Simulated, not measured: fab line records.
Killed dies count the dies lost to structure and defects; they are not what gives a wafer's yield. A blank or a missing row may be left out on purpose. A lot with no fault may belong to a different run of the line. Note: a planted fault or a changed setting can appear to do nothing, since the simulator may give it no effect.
Tool commonality check | flow gf180mcu | Sampled: 13 lots, 39 wafers

== THE REASON FOR OPENING IT ==
GF_PSD_RS_MEAS_14, reading NSD_RS: flagged on 2 of 13 lots. Wafers without a fault read 46.09 ohm/sq, standard deviation 0.08.
Rule: a lot gets a flag if all its wafers with a number sit over 4 standard deviations from that mean, or if no wafer of it has a number. The other lots count as sound.

lot  | measured     | on            | NSD_RS (ohm/sq), wafer by wafer | flag
L129 | day 15 01:07 | film_metro-02 | 45.99 45.94 46.04               |
L130 | day 15 06:53 | film_metro-03 | 46.22 46.09 46.14               |
L131 | day 15 13:11 | film_metro-03 | 45.99 46.09 45.98               |
L132 | day 16 01:38 | film_metro-02 | 46.06 45.98 45.97               |
L133 | day 16 10:12 | film_metro-03 | 46.13 46.17 46.10               |
L134 | day 16 20:38 | film_metro-03 | 46.14 46.19 46.19               |
L139 | day 18 12:08 | film_metro-02 | 46.06 46.08 45.92               |
L142 | day 19 12:26 | film_metro-02 | 46.11 46.19 46.13               |
L144 | day 20 07:38 | film_metro-01 | 46.00 46.14 46.10               |
L146 | day 20 22:56 | film_metro-01 | 45.96 46.00 46.05               |
L147 | day 21 09:20 | film_metro-01 | 44.08 44.07 44.04               | FLAGGED
L148 | day 21 17:14 | film_metro-02 | 43.97 43.89 43.99               | FLAGGED
L150 | day 22 04:17 | film_metro-02 | 46.10 46.16 46.11               |
On average the flagged lots' numbers are 44.01 ohm/sq, which is -2.08 ohm/sq against the usual, or -26 standard deviations.

== WHICH TOOL EACH LOT WENT THROUGH ==
The record keeps 1 process step preceding the reading, out of 602 steps on the route. Read each cell as the tool, then ch plus the chambers that the sampled wafers visited, then the start.
lot  | flag    | GF_PSD_RTA_13
L129 |         | rtp_anneal-02 ch 0, day 15 01:01
L130 |         | rtp_anneal-02 ch 0, day 15 06:48
L131 |         | rtp_anneal-01 ch 0, day 15 13:06
L132 |         | rtp_anneal-01 ch 0, day 16 01:32
L133 |         | rtp_anneal-02 ch 0, day 16 10:07
L134 |         | rtp_anneal-01 ch 0, day 16 20:32
L139 |         | rtp_anneal-02 ch 0, day 18 12:03
L142 |         | rtp_anneal-01 ch 0, day 19 12:21
L144 |         | rtp_anneal-01 ch 0, day 20 07:33
L146 |         | rtp_anneal-01 ch 0, day 20 22:50
L147 | FLAGGED | rtp_anneal-01 ch 0, day 21 09:15
L148 | FLAGGED | rtp_anneal-01 ch 0, day 21 17:09
L150 |         | rtp_anneal-02 ch 0, day 22 04:12
What the steps here do:
- GF_PSD_RTA_13: time 20 s.
- GF_PSD_RS_MEAS_14: measures by four-point-probe.

== FLAGGED AGAINST TOTAL, ONE TOOL AT A TIME (gauges that did the reading follow at the end) ==
step              | tool          | lots run | flagged | share of the flagged lots | sound lots run after its first flagged lot
GF_PSD_RTA_13     | rtp_anneal-01 | 8        | 2       | all                       | 0
GF_PSD_RTA_13     | rtp_anneal-02 | 5        | 0       | none                      | -
GF_PSD_RS_MEAS_14 | film_metro-01 | 3        | 1       | some                      | 0
GF_PSD_RS_MEAS_14 | film_metro-02 | 6        | 1       | some                      | 1 (L150)
GF_PSD_RS_MEAS_14 | film_metro-03 | 4        | 0       | none                      | -

== WHAT THE TABLE PERMITS ==
Rows of the table that ran each flagged lot: 1, that is rtp_anneal-01 at GF_PSD_RTA_13.
- rtp_anneal-01 at GF_PSD_RTA_13 ran 8 lots, 2 of them flagged. Last sound lot L146 at day 20 22:50, first flagged lot L147 at day 21 09:15; a fault beginning in between fits. Its own readings (run_length_s) fall more than 4 standard deviations out on all wafers of the flagged lots.
One tool is left: rtp_anneal-01 at GF_PSD_RTA_13.

== WHAT THE SIMULATOR HAD PUT IN ==
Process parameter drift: rtp_anneal-01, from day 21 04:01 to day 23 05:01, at GF_PSD_RTA_13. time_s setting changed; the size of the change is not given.
Shown lots that were struck: L147, L148. The rule above found the same.
